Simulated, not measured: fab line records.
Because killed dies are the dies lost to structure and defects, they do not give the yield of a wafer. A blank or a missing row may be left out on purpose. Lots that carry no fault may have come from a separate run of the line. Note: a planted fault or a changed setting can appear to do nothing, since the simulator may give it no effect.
fab line records	flow sky130
record lots=14	wafers=41	last-day=49
route steps=708 shown POLY_GATE@230 POLY_CUT@316 LI_CONTACT@362
lots with no fault: from the same line, run without faults
start-h: hours from the record's first day to the start of the lot's first wafer shown	wait-h: hours from the lot's prior step to this one	" repeats the value in the row above	L1.1+2: a single row standing in for several wafers	- no value, or no start was given	* or withheld: withheld	< > ~ a bound
route shown NAME@n: NAME is a module with steps in the file, n the number in the route of the first one	usual: the fault-free wafers' mean and standard deviation	same: alike in all rows	chamber/n: place in a boat	sites: each site's reading	_std_site: their standard deviation	_edge_site: outer sites' mean less inner sites'	radius-mm: for every site, how far away it sits from the centre of the wafer	mask NAME#n: copy n	behind: tool/chamber where the wafer was last shaped	hold: why the lot went on hold/how many hours it stayed there/how the hold came to an end	device: whichever transistor did not switch (one of n, p or np)	end of line: the route-end tests of the same wafers	a step with no rows: only its recipe	killed: dies lost to structure and defects at the first sort, not the wafer's yield	map: per-die view of a wafer (x killed, . not killed, _ where there is no die)
set.NAME: setting as actually run; set.NAME@STEP: the setting as run at that earlier step	model.NAME: the simulator's own value behind a step, which no gauge read
a sample of lots followed through the steps of the route, with each step as a table and each wafer as a row
services: from which hour (start-h, from the record's first day; less than 0 if before it) a tool's chamber was out of use, for how many hours, and why
## steps
# step SKY_POLY_GATE_ETCH_16
# recipe stop-on=poly-Si	chemistry=CH3F/O2	target=Si3N4	source-w=400	bias-w=80	pressure-mtorr=25	ch3f-flow-sccm=40	O2_flow_sccm=30	time-s=147.5	target-depth-a=750
# usual O2_flow_sccm=29.99/0.097	drypump-motor-current-A=5.4/0.33	oes-product-au=0.640/0.0047	throttle-valve-pct=10.536/0.0094
lot.wafer	tool	chamber	start-h	wait-h	O2_flow_sccm	drypump-motor-current-A	oes-product-au	rf-hours-counter-h	throttle-valve-pct
L193.1	rie-diel-03	0	371.08	0.0	30.01	5.2	0.640	11	10.536
L193.3	"	3	"	"	29.96	5.3	0.644	12	10.520
L193.6	"	0	"	"	30.00	5.2	0.642	-	10.530
L192.1	rie-diel-03	2	372.58	0.0	29.96	5.1	0.645	64	10.534
L192.5	"	3	"	"	29.92	5.2	0.644	-	10.535
L192.6	"	2	"	"	30.05	5.1	0.645	-	10.535
L194.3	rie-diel-04	3	386.33	0.0	30.06	5.2	0.642	2	10.537
L194.4	"	0	"	"	30.01	5.0	0.634	91	10.536
L194.5	"	2	"	"	29.93	5.5	0.639	-	10.518
L195.1	rie-diel-02	1	391.64	0.0	30.13	6.0	0.647	3	10.535
L195.2	"	2	"	"	29.95	5.9	0.641	12	10.535
L195.5	"	0	"	"	30.03	5.9	0.641	-	10.532
L196.1	rie-diel-04	0	405.43	0.0	29.94	5.0	0.637	91	10.542
L196.3	"	1	"	"	29.99	5.8	0.647	1	10.542
L196.4	"	3	"	"	30.25	5.2	0.633	3	10.532
L198.2	rie-diel-04	0	421.13	0.0	30.15	5.0	0.649	92	10.522
L198.3	"	3	"	"	29.98	5.2	0.656	3	10.525
L198.5	"	1	"	"	29.87	5.8	0.640	-	10.542
L200.2	rie-diel-03	2	432.29	0.0	30.04	5.1	0.653	65	10.536
L200.3	"	1	"	"	30.04	5.4	0.652	86	10.534
L200.5	"	0	"	"	29.88	5.2	0.644	-	10.530
L199.1	rie-diel-02	0	437.29	0.0	30.03	5.9	0.633	12	10.520
L199.4	"	3	"	"	29.95	5.1	0.643	13	10.542
L199.6	"	1	"	"	29.89	6.0	0.642	-	10.532
L201.2	rie-diel-03	2	447.94	0.0	30.16	5.1	0.642	66	10.539
L201.3	"	3	"	"	29.84	5.3	0.643	13	10.550
L201.6	"	1	"	"	29.89	5.3	0.644	-	10.537
L202.2	rie-diel-03	0	458.59	0.0	29.96	5.2	0.634	13	10.531
L202.3	"	2	"	"	29.85	5.2	0.638	66	10.551
L202.5	"	3	"	"	29.99	5.3	0.635	-	10.535
L205.1	rie-diel-03	3	479.24	0.0	29.85	5.3	0.645	14	10.529
L205.2	"	2	"	"	29.99	5.2	0.637	66	10.547
L205.5	"	2	"	"	29.99	5.1	0.642	-	10.537
L204.2	rie-diel-03	1	492.59	0.0	30.00	5.3	0.645	88	10.537
L204.3	"	2	"	"	30.07	5.1	0.633	67	10.544
L204.4	"	3	"	"	29.98	5.3	0.639	14	10.540
L207.1	rie-diel-02	2	504.04	0.0	29.89	5.9	0.637	14	10.541
L207.2	"	3	"	"	29.96	5.1	0.640	14	10.541
L207.3	"	0	"	"	30.17	5.9	0.636	13	10.537
L208.2	rie-diel-02	1	540.24	0.0	29.97	6.0	0.638	6	10.539
L208.4	"	0	"	"	30.01	5.9	0.644	14	10.530
# step SKY_POLY_CUT_OVL_MEAS_09
# usual POLY_CUT_OVL=-5/6.8
lot.wafer	tool	chamber	start-h	wait-h	POLY_CUT_OVL[nm]
L193.1	overlay-01	-	560.22	0.1	-8
L193.3	"	-	"	"	-5
L193.6	"	-	"	"	-4
L192.1	overlay-02	-	560.77	0.1	-8
L192.5	"	-	"	"	-8
L192.6	"	-	"	"	-9
L194.3	overlay-02	-	574.18	0.1	-3
L194.4	"	-	"	"	-10
L194.5	"	-	"	"	-9
L195.1	overlay-01	-	581.37	0.1	-2
L195.2	"	-	"	"	-5
L195.5	"	-	"	"	-2
L196.1	overlay-01	-	593.17	0.1	-4
L196.3	"	-	"	"	-5
L196.4	"	-	"	"	-8
L198.2	overlay-02	-	609.83	0.1	5
L198.3	"	-	"	"	0
L198.5	"	-	"	"	3
L200.2	overlay-01	-	619.41	0.1	0
L200.3	"	-	"	"	2
L200.5	"	-	"	"	-2
L199.1	overlay-01	-	621.72	0.1	7
L199.4	"	-	"	"	1
L199.6	"	-	"	"	5
L201.2	overlay-02	-	635.63	0.1	9
L201.3	"	-	"	"	5
L201.6	"	-	"	"	-3
L202.2	overlay-02	-	646.48	0.1	2
L202.3	"	-	"	"	1
L202.5	"	-	"	"	3
L205.1	overlay-02	-	663.42	0.1	-15
L205.2	"	-	"	"	-13
L205.5	"	-	"	"	-18
L204.2	overlay-01	-	676.88	0.1	-3
L204.3	"	-	"	"	-10
L204.4	"	-	"	"	-7
L207.1	overlay-01	-	685.92	0.1	-10
L207.2	"	-	"	"	-15
L207.3	"	-	"	"	-15
L208.2	overlay-01	-	721.03	0.1	-2
L208.4	"	-	"	"	-6
# step SKY_LI_CONTACT_HDPCVD_00
# recipe material=PSG	target-thk-nm=930	sigma-open-frac=0.3	time-s=155	temp-c=600	sih4-flow-sccm=60	pressure-mtorr=6
lot.wafer	tool	chamber	start-h	wait-h
L193.1+3+6	hdpcvd-02	0,2,0	649.87	0.0
L192.1+5+6	hdpcvd-01	1,0,2	650.16	0.0
L194.3+4+5	hdpcvd-02	1,1,0	663.02	0.0
L195.1+2+5	hdpcvd-02	2,0,2	671.01	0.0
L196.1+3+4	hdpcvd-02	0,1,0	681.65	0.0
L198.2+3+5	hdpcvd-01	0,2,2	698.05	0.0
L200.2+3+5	hdpcvd-02	1,2,1	706.00	0.0
L199.1+4+6	hdpcvd-02	1,0,1	709.20	0.0
L201.2+3+6	hdpcvd-01	2,1,2	721.10	0.0
L202.2+3+5	hdpcvd-01	0,1,2	730.33	0.0
L205.1+2+5	hdpcvd-02	2,1,1	747.72	0.0
L204.2+3+4	hdpcvd-02	1,0,2	761.06	0.0
L207.1+2+3	hdpcvd-02	2,0,1	769.31	0.0
L208.2+4	hdpcvd-02	1,0	801.88	0.0
# step SKY_LI_CONTACT_THK_MEAS_01
# recipe reads=PSG_of_LI_CONTACT_HDPCVD_00
# usual LI_CONTACT_HDPCVD_THK=934/10
lot.wafer	tool	chamber	start-h	wait-h	LI_CONTACT_HDPCVD_THK[nm]
L193.1	film-metro-03	-	649.97	0.1	943
L193.3	"	-	"	"	920
L193.6	"	-	"	"	941
L192.1	film-metro-03	-	650.26	0.1	923
L192.5	"	-	"	"	934
L192.6	"	-	"	"	935
L194.3	film-metro-03	-	663.14	0.1	953
L194.4	"	-	"	"	948
L194.5	"	-	"	"	937
L195.1	film-metro-01	-	671.11	0.1	937
L195.2	"	-	"	"	939
L195.5	"	-	"	"	941
L196.1	film-metro-03	-	681.75	0.1	947
L196.3	"	-	"	"	938
L196.4	"	-	"	"	940
L198.2	film-metro-01	-	698.16	0.1	954
L198.3	"	-	"	"	946
L198.5	"	-	"	"	942
L200.2	film-metro-01	-	706.11	0.1	947
L200.3	"	-	"	"	931
L200.5	"	-	"	"	943
L199.1	film-metro-03	-	709.30	0.1	937
L199.4	"	-	"	"	931
L199.6	"	-	"	"	939
L201.2	film-metro-02	-	721.21	0.1	949
L201.3	"	-	"	"	928
L201.6	"	-	"	"	951
L202.2	film-metro-01	-	730.45	0.1	945
L202.3	"	-	"	"	912
L202.5	"	-	"	"	950
L205.1	film-metro-03	-	747.83	0.1	930
L205.2	"	-	"	"	927
L205.5	"	-	"	"	920
L204.2	film-metro-03	-	761.17	0.1	919
L204.3	"	-	"	"	925
L204.4	"	-	"	"	917
L207.1	film-metro-01	-	769.41	0.1	439
L207.2	"	-	"	"	438
L207.3	"	-	"	"	935
L208.2	film-metro-03	-	801.99	0.1	444
L208.4	"	-	"	"	939
# step SKY_LI_CONTACT_CMP_02
# recipe material=PSG	down-force-psi=4	platen-rpm=60	pad-velocity-m-s=0.94248
# usual head-pressure-psi=4.000/0.0082	motor-current-A=12.0/1.3	platen-rpm=60.00/0.04	time-to-endpoint-s=35/4.9
lot.wafer	tool	chamber	start-h	wait-h	head-pressure-psi	motor-current-A	platen-rpm	time-to-endpoint-s
L193.3	cmp-02	0	650.03	0.0	3.992	10.3	59.92	39
L193.1	"	3	"	"	3.997	12.1	59.97	32
L193.6	"	1	"	"	3.992	10.5	60.02	28
L192.1	cmp-01	2	650.42	0.1	3.992	11.3	59.94	36
L192.6	"	0	"	"	4.023	11.5	60.06	36
L192.5	"	1	"	"	4.003	12.3	59.97	31
L194.4	cmp-01	1	663.18	0.0	4.009	12.3	60.04	36
L194.3	"	2	"	"	3.992	10.5	60.02	43
L194.5	"	2	"	"	3.999	10.7	59.94	41
L195.1	cmp-01	2	671.22	0.1	4.001	10.9	60.00	38
L195.2	"	0	"	"	4.003	12.3	60.03	35
L195.5	"	1	"	"	3.993	12.0	59.95	32
L196.3	cmp-01	0	681.81	0.0	4.000	12.4	59.96	37
L196.1	"	1	"	"	3.989	12.7	59.97	34
L196.4	"	2	"	"	3.996	11.0	59.99	39
L198.3	cmp-02	3	698.21	0.0	3.998	11.8	59.98	38
L198.2	"	2	"	"	4.002	11.9	59.93	36
L198.5	"	0	"	"	3.999	11.1	59.99	40
L200.2	cmp-02	2	706.21	0.1	3.988	12.0	60.05	31
L200.3	"	0	"	"	4.008	11.3	60.00	35
L200.5	"	2	"	"	3.997	12.1	59.95	30
L199.1	cmp-02	3	709.46	0.1	4.014	11.8	60.01	36
L199.4	"	0	"	"	3.990	10.9	59.91	39
L199.6	"	1	"	"	3.990	10.8	59.96	26
L201.2	cmp-01	0	721.42	0.2	4.005	13.0	59.94	36
L201.3	"	1	"	"	4.008	11.6	59.99	32
L201.6	"	1	"	"	4.007	12.6	60.07	33
L202.3	cmp-01	3	730.55	0.1	4.005	15.1	59.99	40
L202.2	"	0	"	"	4.008	11.9	59.98	40
L202.5	"	2	"	"	4.004	11.0	60.01	40
L205.1	cmp-02	3	747.99	0.1	4.011	10.8	60.03	33
L205.2	"	0	"	"	4.000	11.0	59.98	38
L205.5	"	2	"	"	3.993	12.1	60.01	27
L204.2	cmp-01	1	761.22	0.0	3.999	12.6	59.90	29
L204.4	"	2	"	"	3.995	10.8	60.00	34
L204.3	"	0	"	"	4.020	12.7	60.04	35
L207.1	cmp-01	0	769.54	0.1	4.002	12.6	60.00	20
L207.3	"	1	"	"	3.995	12.6	60.02	34
L207.2	"	2	"	"	3.997	10.5	60.03	22
L208.4	cmp-02	3	802.09	0.1	3.995	11.6	60.02	35
L208.2	"	1	"	"	3.993	10.8	60.02	9
# step SKY_LI_CONTACT_BOW_MEAS_03
# recipe mode=bow
# usual LI_CONTACT_BOW=55/6.4
lot.wafer	tool	chamber	start-h	wait-h	LI_CONTACT_BOW[um]
L193.1	film-metro-02	-	650.33	0.1	53
L193.3	"	-	"	"	60
L193.6	"	-	"	"	58
L192.1	film-metro-01	-	650.62	0.1	59
L192.5	"	-	"	"	57
L192.6	"	-	"	"	53
L194.3	film-metro-01	-	663.52	0.2	56
L194.4	"	-	"	"	50
L194.5	"	-	"	"	59
L195.1	film-metro-03	-	671.47	0.2	55
L195.2	"	-	"	"	59
L195.5	"	-	"	"	49
L196.1	film-metro-01	-	682.11	0.2	51
L196.3	"	-	"	"	56
L196.4	"	-	"	"	56
L198.2	film-metro-03	-	698.53	0.1	47
L198.3	"	-	"	"	53
L198.5	"	-	"	"	49
L200.2	film-metro-03	-	706.48	0.2	53
L200.3	"	-	"	"	50
L200.5	"	-	"	"	50
L199.1	film-metro-01	-	709.66	0.1	60
L199.4	"	-	"	"	53
L199.6	"	-	"	"	60
L201.2	film-metro-01	-	721.74	0.3	61
L201.3	"	-	"	"	42
L201.6	"	-	"	"	60
L202.2	film-metro-01	-	730.82	0.2	54
L202.3	"	-	"	"	63
L202.5	"	-	"	"	59
L205.1	film-metro-02	-	748.19	0.1	64
L205.2	"	-	"	"	48
L205.5	"	-	"	"	53
L204.2	film-metro-03	-	761.54	0.3	45
L204.3	"	-	"	"	56
L204.4	"	-	"	"	52
L207.1	film-metro-01	-	769.84	0.2	50
L207.2	"	-	"	"	58
L207.3	"	-	"	"	58
L208.2	film-metro-03	-	802.36	0.1	48
L208.4	"	-	"	"	58
# step SKY_LI_CONTACT_ETCH_15
# recipe target=PSG	chemistry=C4F8/O2/Ar	stop-on=Si	taper-deg=4.15	mask-material=KrF-thick	source-w=1500	bias-w=1200	pressure-mtorr=40	c4f8-flow-sccm=withheld	O2_flow_sccm=6	Ar_flow_sccm=300	time-s=withheld	target-depth-a=6000
# usual oes-product-au=0.837/0.0049
lot.wafer	tool	chamber	start-h	wait-h	oes-product-au
L193.1	rie-diel-01	0	678.93	0.0	0.834
L193.3	"	2	"	"	0.844
L193.6	"	3	"	"	0.834
L192.1	rie-diel-04	2	679.55	0.0	0.826
L192.5	"	0	"	"	0.835
L192.6	"	1	"	"	0.837
L194.3	rie-diel-02	1	691.45	0.0	0.833
L194.4	"	3	"	"	0.841
L194.5	"	3	"	"	0.837
L195.1	rie-diel-04	2	699.65	0.0	0.841
L195.2	"	3	"	"	0.840
L195.5	"	0	"	"	0.848
L196.1	rie-diel-04	1	710.05	0.0	0.835
L196.3	"	2	"	"	0.832
L196.4	"	3	"	"	0.838
L198.2	rie-diel-02	1	726.95	0.0	0.837
L198.3	"	0	"	"	0.833
L198.5	"	1	"	"	0.834
L200.2	rie-diel-02	2	734.15	0.0	0.832
L200.3	"	1	"	"	0.841
L200.5	"	1	"	"	0.849
L199.1	rie-diel-01	2	737.55	0.0	0.843
L199.4	"	3	"	"	0.837
L199.6	"	1	"	"	0.840
L201.2	rie-diel-01	0	749.83	0.1	0.835
L201.3	"	0	"	"	0.835
L201.6	"	0	"	"	0.839
L202.2	rie-diel-01	0	758.35	0.0	0.834
L202.3	"	2	"	"	0.831
L202.5	"	3	"	"	0.832
L205.1	rie-diel-02	2	774.15	0.0	0.837
L205.2	"	1	"	"	0.840
L205.5	"	0	"	"	0.840
L204.2	rie-diel-01	2	787.43	0.0	0.834
L204.3	"	0	"	"	0.841
L204.4	"	3	"	"	0.829
L207.1	rie-diel-01	0	796.55	0.0	0.724
L207.2	"	3	"	"	0.707
L207.3	"	1	"	"	0.841
L208.2	rie-diel-01	3	828.85	0.0	0.717
L208.4	"	2	"	"	0.833
## services
tool	chamber	start-h	hours	kind
rie-diel-02	-	347.27	0.8	repair
rie-diel-02	2	358.42	8.8	repair
hdpcvd-02	1	366.03	23.1	repair
hdpcvd-02	-	366.25	15.0	pm
cmp-01	-	372.34	4.2	repair
cmp-01	-	404.05	4.0	pm
rie-diel-02	2	407.85	15.7	repair
cmp-01	-	424.44	3.5	pm
cmp-01	-	439.70	1.9	repair
cmp-01	-	442.05	10.4	pm
cmp-01	-	455.54	0.3	repair
cmp-01	-	457.90	3.6	repair
rie-diel-02	1	501.01	3.0	repair
rie-diel-02	2	501.17	1.9	repair
cmp-01	-	569.36	7.3	repair
hdpcvd-02	-	606.47	8.9	repair
rie-diel-02	1	613.84	1.4	repair
rie-diel-02	-	620.62	0.6	repair
hdpcvd-02	-	687.21	6.0	pm
cmp-01	-	699.39	16.8	pm
cmp-01	-	742.22	3.3	repair
cmp-01	-	745.54	4.0	pm
cmp-01	-	793.44	4.8	pm
cmp-01	-	818.53	6.7	repair
## key
first-sign step=SKY_LI_CONTACT_THK_MEAS_01	reading=LI_CONTACT_HDPCVD_THK	direction=down	sigmas=49	usual=934	struck=440
effect step=SKY_LI_CONTACT_CMP_02	reading=time-to-endpoint-s	direction=down	sigmas=3.6	usual=*	struck=*
effect step=SKY_LI_CONTACT_ETCH_15	reading=oes-product-au	direction=down	sigmas=25	usual=0.837	struck=0.716
met-at SKY_LI_CONTACT_HDPCVD_00
struck-lots L207,L208
struck-wafers L207.1,L207.2,L208.2
sort-left-out L208.2
tester-left-out L207,L208
not-acting-at SKY_POLY_GATE_ETCH_16,SKY_POLY_CUT_OVL_MEAS_09,SKY_LI_CONTACT_BOW_MEAS_03
onset-between 761.06 769.31
fault kind=process-parameter-drift	tool=hdpcvd-02	chamber=-	onset-h=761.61	steps=SKY_LI_CONTACT_HDPCVD_00	channel=target-thk-nm	offset=-486.37	shape=step	end-h=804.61	scope=struck-wafers-only	acts-in=these-recipes-only	stated=930
# tester-left-out: of these lots the tester's yield and bins aren't shown, on N5 and GAA mostly nor the transistor test; their killed dies are dies lost to structure and defects alone, not to doping, threshold or leakage, so they don't give the yield
# sort-left-out: the simulated sort isn't trusted on such a fault, so these wafers' sort isn't shown, and their yield isn't known
